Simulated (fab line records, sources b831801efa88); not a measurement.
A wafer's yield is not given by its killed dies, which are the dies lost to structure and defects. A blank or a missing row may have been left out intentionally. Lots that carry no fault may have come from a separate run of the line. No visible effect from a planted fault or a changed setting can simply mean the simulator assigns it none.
Which tool did it? / flow gf180mcu / 11 lots with 33 wafers sampled at 6 steps, on a route of 602 steps

== WHAT THE GAUGES SHOWED, per wafer ==
GF_V1_THK_MEAS_03. Usual: V1_CVD_02_THK gives 853 nm (standard deviation 11).
lot=L353; measured=day 17 02:23; on=film-metro-02; V1_CVD_02_THK (nm)=843 837 856; flag=
lot=L355; measured=day 17 22:33; on=film-metro-04; V1_CVD_02_THK (nm)=847 835 850; flag=
lot=L357; measured=day 18 16:33; on=film-metro-04; V1_CVD_02_THK (nm)=848 859 855; flag=
lot=L358; measured=day 19 01:58; on=film-metro-03; V1_CVD_02_THK (nm)=842 869 864; flag=
lot=L360; measured=day 20 03:59; on=film-metro-03; V1_CVD_02_THK (nm)=844 859 872; flag=
lot=L361; measured=day 20 07:27; on=film-metro-02; V1_CVD_02_THK (nm)=838 836 851; flag=
lot=L369; measured=day 23 02:22; on=film-metro-04; V1_CVD_02_THK (nm)=767 853 838; flag=OFF
lot=L371; measured=day 23 13:04; on=film-metro-04; V1_CVD_02_THK (nm)=850 861 865; flag=
lot=L372; measured=day 23 23:08; on=film-metro-04; V1_CVD_02_THK (nm)=859 849 866; flag=
lot=L373; measured=day 24 04:06; on=film-metro-02; V1_CVD_02_THK (nm)=857 869 874; flag=
lot=L374; measured=day 24 18:09; on=film-metro-02; V1_CVD_02_THK (nm)=857 854 869; flag=

GF_V1_BOW_MEAS_05. Usual: V1_BOW gives 82 um (standard deviation 7.4).
lot=L353; measured=day 17 02:45; on=film-metro-02; V1_BOW (um)=82 74 74; flag=
lot=L355; measured=day 18 01:28; on=film-metro-04; V1_BOW (um)=85 82 91; flag=
lot=L357; measured=day 18 16:55; on=film-metro-03; V1_BOW (um)=81 81 93; flag=
lot=L358; measured=day 19 02:21; on=film-metro-03; V1_BOW (um)=77 72 80; flag=
lot=L360; measured=day 20 04:21; on=film-metro-02; V1_BOW (um)=77 88 73; flag=
lot=L361; measured=day 20 07:49; on=film-metro-03; V1_BOW (um)=81 72 81; flag=
lot=L369; measured=day 23 02:44; on=film-metro-02; V1_BOW (um)=85 82 75; flag=
lot=L371; measured=day 23 13:26; on=film-metro-02; V1_BOW (um)=87 98 75; flag=
lot=L372; measured=day 23 23:30; on=film-metro-04; V1_BOW (um)=85 84 89; flag=
lot=L373; measured=day 24 04:28; on=film-metro-03; V1_BOW (um)=92 96 98; flag=
lot=L374; measured=day 24 18:31; on=film-metro-04; V1_BOW (um)=92 80 87; flag=

== TOOL THAT RAN EACH LOT (tool first, then ch and the chambers of the sampled wafers, then the start) ==
lot=L353; GF_CONTACT_STRIP_18=plasma-asher-03 ch 0,1, day 16 02:02; GF_M1_SPUTTER_03=pvd-sputter-02, day 16 03:11; GF_V1_CVD_02=pecvd-02 ch 0,1,2, day 17 02:19; GF_V1_CMP_04=cmp-01 ch 0,1,3, day 17 02:33
lot=L355; GF_CONTACT_STRIP_18=plasma-asher-01 ch 0,1, day 16 21:14; GF_M1_SPUTTER_03=pvd-sputter-04, day 16 22:23; GF_V1_CVD_02=pecvd-01 ch 1,2, day 17 22:29; GF_V1_CMP_04=cmp-02 ch 0,1,2, day 18 01:13
lot=L357; GF_CONTACT_STRIP_18=plasma-asher-02 ch 0,1, day 17 14:44; GF_M1_SPUTTER_03=pvd-sputter-02, day 17 15:59; GF_V1_CVD_02=pecvd-01 ch 0,1,2, day 18 16:29; GF_V1_CMP_04=cmp-01 ch 2,3, day 18 16:37
lot=L358; GF_CONTACT_STRIP_18=plasma-asher-01 ch 0,1, day 17 21:14; GF_M1_SPUTTER_03=pvd-sputter-04, day 18 01:02; GF_V1_CVD_02=pecvd-04 ch 0,1, day 19 01:53; GF_V1_CMP_04=cmp-02 ch 1,2,3, day 19 02:10
lot=L360; GF_CONTACT_STRIP_18=plasma-asher-02 ch 0,1, day 19 01:23; GF_M1_SPUTTER_03=pvd-sputter-01, day 19 02:31; GF_V1_CVD_02=pecvd-02 ch 1,2, day 20 03:55; GF_V1_CMP_04=cmp-02 ch 0,2, day 20 04:06
lot=L361; GF_CONTACT_STRIP_18=plasma-asher-03 ch 0,1, day 19 04:44; GF_M1_SPUTTER_03=pvd-sputter-04, day 19 05:52; GF_V1_CVD_02=pecvd-02 ch 0,1,2, day 20 07:23; GF_V1_CMP_04=cmp-02 ch 0,3, day 20 07:31
lot=L369; GF_CONTACT_STRIP_18=plasma-asher-01 ch 0,1, day 22 01:14; GF_M1_SPUTTER_03=pvd-sputter-02, day 22 02:24; GF_V1_CVD_02=pecvd-01 ch 0,1,2, day 23 02:18; GF_V1_CMP_04=cmp-01 ch 0,2,3, day 23 02:29
lot=L371; GF_CONTACT_STRIP_18=plasma-asher-02 ch 0,1, day 22 11:45; GF_M1_SPUTTER_03=pvd-sputter-04, day 22 12:51; GF_V1_CVD_02=pecvd-02 ch 0,2, day 23 12:58; GF_V1_CMP_04=cmp-01 ch 1,2, day 23 13:06
lot=L372; GF_CONTACT_STRIP_18=plasma-asher-02 ch 0,1, day 22 22:18; GF_M1_SPUTTER_03=pvd-sputter-01, day 22 23:26; GF_V1_CVD_02=pecvd-04 ch 0,1, day 23 23:04; GF_V1_CMP_04=cmp-02 ch 0,1,2, day 23 23:15
lot=L373; GF_CONTACT_STRIP_18=plasma-asher-03 ch 0,1, day 23 03:50; GF_M1_SPUTTER_03=pvd-sputter-02, day 23 04:59; GF_V1_CVD_02=pecvd-02 ch 1,2, day 24 04:02; GF_V1_CMP_04=cmp-01 ch 0,1,3, day 24 04:16
lot=L374; GF_CONTACT_STRIP_18=plasma-asher-01 ch 0,1, day 23 13:42; GF_M1_SPUTTER_03=pvd-sputter-01, day 23 14:51; GF_V1_CVD_02=pecvd-02 ch 1,2, day 24 18:05; GF_V1_CMP_04=cmp-02 ch 0,2,3, day 24 18:13
- GF_CONTACT_STRIP_18: strips in O2/N2.
- GF_M1_SPUTTER_03: material Ti, target thk 10 nm, time 6.7 s.
- GF_V1_CVD_02: deposits SiO2 from TEOS, target thk 850 nm, time 94.851 s.
- GF_V1_CMP_04: polishes SiO2.

== AS READ BY THE TOOLS THEMSELVES (means over the sampled wafers that have a number; for cases with no such wafer, the mark the record gives instead) ==
GF_CONTACT_STRIP_18. Usual: drypump-motor-current-A 6.0 A, standard deviation 0.43; heater-power-w 364 W, standard deviation 33; n2-flow-sccm 300.1 sccm, standard deviation 0.94; oes-product-au 0.580 a.u., standard deviation 0.005.
lot=L353; tool=plasma-asher-03; drypump-motor-current-A (A)=5.3; heater-power-w (W)=422; n2-flow-sccm (sccm)=300.0; oes-product-au (a.u.)=0.580; flag=
lot=L355; tool=plasma-asher-01; drypump-motor-current-A (A)=6.0; heater-power-w (W)=357; n2-flow-sccm (sccm)=300.6; oes-product-au (a.u.)=0.579; flag=
lot=L357; tool=plasma-asher-02; drypump-motor-current-A (A)=6.4; heater-power-w (W)=343; n2-flow-sccm (sccm)=300.9; oes-product-au (a.u.)=0.590; flag=
lot=L358; tool=plasma-asher-01; drypump-motor-current-A (A)=6.1; heater-power-w (W)=353; n2-flow-sccm (sccm)=299.8; oes-product-au (a.u.)=0.583; flag=
lot=L360; tool=plasma-asher-02; drypump-motor-current-A (A)=6.2; heater-power-w (W)=346; n2-flow-sccm (sccm)=299.8; oes-product-au (a.u.)=0.582; flag=
lot=L361; tool=plasma-asher-03; drypump-motor-current-A (A)=5.5; heater-power-w (W)=399; n2-flow-sccm (sccm)=300.4; oes-product-au (a.u.)=0.577; flag=
lot=L369; tool=plasma-asher-01; drypump-motor-current-A (A)=6.1; heater-power-w (W)=354; n2-flow-sccm (sccm)=300.7; oes-product-au (a.u.)=0.572; flag=
lot=L371; tool=plasma-asher-02; drypump-motor-current-A (A)=6.2; heater-power-w (W)=347; n2-flow-sccm (sccm)=301.1; oes-product-au (a.u.)=0.580; flag=
lot=L372; tool=plasma-asher-02; drypump-motor-current-A (A)=6.3; heater-power-w (W)=344; n2-flow-sccm (sccm)=298.6; oes-product-au (a.u.)=0.578; flag=
lot=L373; tool=plasma-asher-03; drypump-motor-current-A (A)=5.3; heater-power-w (W)=425; n2-flow-sccm (sccm)=299.1; oes-product-au (a.u.)=0.577; flag=
lot=L374; tool=plasma-asher-01; drypump-motor-current-A (A)=6.1; heater-power-w (W)=358; n2-flow-sccm (sccm)=299.9; oes-product-au (a.u.)=0.581; flag=

GF_M1_SPUTTER_03. Usual: cathode-dc-power-W 3000.0 W, standard deviation 0.56; chamber-pressure-pa 0.3000 Pa, standard deviation 0.00058; throttle-valve-pct 30.1 %, standard deviation 0.83.
lot=L353; tool=pvd-sputter-02; cathode-dc-power-W (W)=2999.4; chamber-pressure-pa (Pa)=0.2998; throttle-valve-pct (%)=30.0; flag=
lot=L355; tool=pvd-sputter-04; cathode-dc-power-W (W)=3000.3; chamber-pressure-pa (Pa)=0.3005; throttle-valve-pct (%)=30.7; flag=
lot=L357; tool=pvd-sputter-02; cathode-dc-power-W (W)=3000.2; chamber-pressure-pa (Pa)=0.3002; throttle-valve-pct (%)=29.4; flag=
lot=L358; tool=pvd-sputter-04; cathode-dc-power-W (W)=2999.9; chamber-pressure-pa (Pa)=0.3002; throttle-valve-pct (%)=31.5; flag=
lot=L360; tool=pvd-sputter-01; cathode-dc-power-W (W)=2999.9; chamber-pressure-pa (Pa)=0.2996; throttle-valve-pct (%)=29.8; flag=
lot=L361; tool=pvd-sputter-04; cathode-dc-power-W (W)=3000.3; chamber-pressure-pa (Pa)=0.3004; throttle-valve-pct (%)=31.2; flag=
lot=L369; tool=pvd-sputter-02; cathode-dc-power-W (W)=3000.1; chamber-pressure-pa (Pa)=0.3000; throttle-valve-pct (%)=29.3; flag=
lot=L371; tool=pvd-sputter-04; cathode-dc-power-W (W)=2999.3; chamber-pressure-pa (Pa)=0.3004; throttle-valve-pct (%)=31.2; flag=
lot=L372; tool=pvd-sputter-01; cathode-dc-power-W (W)=3000.2; chamber-pressure-pa (Pa)=0.3003; throttle-valve-pct (%)=29.8; flag=
lot=L373; tool=pvd-sputter-02; cathode-dc-power-W (W)=3000.0; chamber-pressure-pa (Pa)=0.2997; throttle-valve-pct (%)=29.3; flag=
lot=L374; tool=pvd-sputter-01; cathode-dc-power-W (W)=3000.6; chamber-pressure-pa (Pa)=0.3002; throttle-valve-pct (%)=30.2; flag=

GF_V1_CVD_02. Usual: heater-power-w 659 W, standard deviation 85; run-length-s 122.9 s, standard deviation 0.45.
lot=L353; tool=pecvd-02; heater-power-w (W)=700; run-length-s (s)=122.8; flag=
lot=L355; tool=pecvd-01; heater-power-w (W)=656; run-length-s (s)=122.5; flag=
lot=L357; tool=pecvd-01; heater-power-w (W)=622; run-length-s (s)=122.9; flag=
lot=L358; tool=pecvd-04; heater-power-w (W)=639; run-length-s (s)=123.4; flag=
lot=L360; tool=pecvd-02; heater-power-w (W)=648; run-length-s (s)=123.1; flag=
lot=L361; tool=pecvd-02; heater-power-w (W)=754; run-length-s (s)=122.9; flag=
lot=L369; tool=pecvd-01; heater-power-w (W)=607; run-length-s (s)=119.5; flag=OFF
lot=L371; tool=pecvd-02; heater-power-w (W)=662; run-length-s (s)=123.0; flag=
lot=L372; tool=pecvd-04; heater-power-w (W)=641; run-length-s (s)=123.0; flag=
lot=L373; tool=pecvd-02; heater-power-w (W)=657; run-length-s (s)=123.1; flag=
lot=L374; tool=pecvd-02; heater-power-w (W)=721; run-length-s (s)=123.1; flag=

GF_V1_CMP_04. Usual: head-pressure-psi 4.001 psi, standard deviation 0.0088; motor-current-A 12.0 A, standard deviation 1.6; time-to-endpoint-s 82 s, standard deviation 5.7.
lot=L353; tool=cmp-01; head-pressure-psi (psi)=4.008; motor-current-A (A)=10.7; time-to-endpoint-s (s)=81; flag=
lot=L355; tool=cmp-02; head-pressure-psi (psi)=4.003; motor-current-A (A)=13.2; time-to-endpoint-s (s)=82; flag=
lot=L357; tool=cmp-01; head-pressure-psi (psi)=3.989; motor-current-A (A)=11.2; time-to-endpoint-s (s)=81; flag=
lot=L358; tool=cmp-02; head-pressure-psi (psi)=4.004; motor-current-A (A)=13.0; time-to-endpoint-s (s)=80; flag=
lot=L360; tool=cmp-02; head-pressure-psi (psi)=3.986; motor-current-A (A)=13.9; time-to-endpoint-s (s)=89; flag=
lot=L361; tool=cmp-02; head-pressure-psi (psi)=3.992; motor-current-A (A)=11.5; time-to-endpoint-s (s)=80; flag=
lot=L369; tool=cmp-01; head-pressure-psi (psi)=4.008; motor-current-A (A)=11.4; time-to-endpoint-s (s)=68; flag=
lot=L371; tool=cmp-01; head-pressure-psi (psi)=4.009; motor-current-A (A)=10.9; time-to-endpoint-s (s)=82; flag=
lot=L372; tool=cmp-02; head-pressure-psi (psi)=4.000; motor-current-A (A)=13.7; time-to-endpoint-s (s)=85; flag=
lot=L373; tool=cmp-01; head-pressure-psi (psi)=4.000; motor-current-A (A)=10.4; time-to-endpoint-s (s)=87; flag=
lot=L374; tool=cmp-02; head-pressure-psi (psi)=3.995; motor-current-A (A)=13.0; time-to-endpoint-s (s)=85; flag=

== THE ANSWER, worked out from the rows above alone ==
Rule: take the mean of a lot's wafers that have a number; if it is more than 3 standard deviations from the usual mean, the lot is off. Also off: a lot with no number at a reading for which 4 or more lots have one. Any other lot the step has rows for is counted as sound. Order of review: gauges by route order, followed by the tools' own readings, for which a lot's mean as printed above is used. At the first step where some lot is off, the reading lying furthest off is the one used; lots without a number count as furthest.
Off: at GF_V1_THK_MEAS_03 (V1_CVD_02_THK), L369.
A tool fits if, at a process step before that reading, it ran every lot that is off, and no sound lot after the first of them. Not tried: the gauges at GF_V1_THK_MEAS_03; whatever is off there is also off at GF_V1_CVD_02, on other tools, and gauge error can't account for it. One fits: pecvd-01 at GF_V1_CVD_02. A fault onset in the window from L357 (day 18 16:29, its last sound lot) to L369 (day 23 02:18, its first lot off) fits.
The tool's own readings at GF_V1_CVD_02 bear it out: on the lots that are off they differ by more than 5 times the standard deviation of the sound lots' means. run-length-s reads 119.5 s there against 123.0 s on the sound lots.

== WHAT THE SIMULATOR PUT IN ==
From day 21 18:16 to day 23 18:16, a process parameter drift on pecvd-01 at GF_V1_CVD_02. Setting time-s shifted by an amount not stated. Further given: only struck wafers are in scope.
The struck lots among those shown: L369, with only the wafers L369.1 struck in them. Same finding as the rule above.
